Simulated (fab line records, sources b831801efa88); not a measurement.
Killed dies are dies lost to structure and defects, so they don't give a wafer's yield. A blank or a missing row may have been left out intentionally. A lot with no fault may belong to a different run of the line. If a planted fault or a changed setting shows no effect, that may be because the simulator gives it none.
Matching of chambers / flow sky130 / SKY_VIA1_CMP_02 on cmp-02 has 4 sister chambers
The step polishes SiO2. 16 wafers are shown with their chamber, then 8 later ones without.

## EACH WAFER AND ITS CHAMBER
wafer=L693.1; chamber=3; motor current A (A)=12.4; platen rpm (rpm)=59.93
wafer=L693.5; chamber=0; motor current A (A)=13.4; platen rpm (rpm)=59.94
wafer=L693.6; chamber=3; motor current A (A)=12.8; platen rpm (rpm)=60.01
wafer=L700.3; chamber=3; motor current A (A)=12.7; platen rpm (rpm)=59.99
wafer=L700.5; chamber=1; motor current A (A)=10.7; platen rpm (rpm)=60.02
wafer=L700.6; chamber=2; motor current A (A)=11.1; platen rpm (rpm)=59.98
wafer=L704.1; chamber=2; motor current A (A)=11.3; platen rpm (rpm)=60.05
wafer=L704.5; chamber=0; motor current A (A)=13.6; platen rpm (rpm)=60.01
wafer=L704.6; chamber=3; motor current A (A)=12.6; platen rpm (rpm)=59.97
wafer=L706.3; chamber=2; motor current A (A)=11.7; platen rpm (rpm)=59.97
wafer=L706.5; chamber=1; motor current A (A)=11.0; platen rpm (rpm)=60.00
wafer=L706.6; chamber=2; motor current A (A)=12.4; platen rpm (rpm)=60.03
wafer=L709.1; chamber=3; motor current A (A)=13.1; platen rpm (rpm)=60.10
wafer=L709.3; chamber=2; motor current A (A)=11.6; platen rpm (rpm)=59.99
wafer=L709.6; chamber=0; motor current A (A)=13.6; platen rpm (rpm)=60.02
wafer=L711.1; chamber=2; motor current A (A)=12.2; platen rpm (rpm)=59.97

SIGNATURES (averages over the wafers above)
reading=motor current A; chamber 0=13.533; chamber 1=10.850; chamber 2=11.717; chamber 3=12.720; scatter within a chamber=0.366
reading=platen rpm; chamber 0=59.9900; chamber 1=60.0100; chamber 2=59.9983; chamber 3=60.0000; scatter within a chamber=0.0463
Rule: distance of a wafer from a chamber = root of the sum over the readings of ((wafer's reading minus chamber's mean) / reading's scatter) squared. If the next closest chamber is less than 2 further off than the closest, the wafer can't be placed; otherwise it belongs to the closest. The scatter: the root of (the sum of the squares of (reading less its chamber's mean) over the shown wafers, divided by (wafers less chambers)).

## WAFERS WITHOUT THEIR CHAMBER
wafer=L711.5; motor current A (A)=13.7; platen rpm (rpm)=60.02
wafer=L711.6; motor current A (A)=11.5; platen rpm (rpm)=59.90
wafer=L714.3; motor current A (A)=12.8; platen rpm (rpm)=60.05
wafer=L714.4; motor current A (A)=11.2; platen rpm (rpm)=60.00
wafer=L714.5; motor current A (A)=13.1; platen rpm (rpm)=59.95
wafer=L715.1; motor current A (A)=11.5; platen rpm (rpm)=60.01
wafer=L715.3; motor current A (A)=11.4; platen rpm (rpm)=60.05
wafer=L715.5; motor current A (A)=11.7; platen rpm (rpm)=60.06

## CHAMBER TAKEN BY EACH
wafer=L711.5; from the rows above=can't be placed: 0 or 3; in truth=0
wafer=L711.6; from the rows above=can't be placed: 2 or 1 or 3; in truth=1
wafer=L714.3; from the rows above=can't be placed: 3 or 0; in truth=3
wafer=L714.4; from the rows above=can't be placed: 1 or 2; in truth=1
wafer=L714.5; from the rows above=can't be placed: 0 or 3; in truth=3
wafer=L715.1; from the rows above=can't be placed: 2 or 1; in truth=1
wafer=L715.3; from the rows above=can't be placed: 2 or 1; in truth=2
wafer=L715.5; from the rows above=can't be placed: 2 or 1 or 3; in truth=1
Correct placement for 0 of the 8. Cannot be placed on the basis of these rows: 8; the candidates contain the true chamber in 8. Wrongly placed: 0.
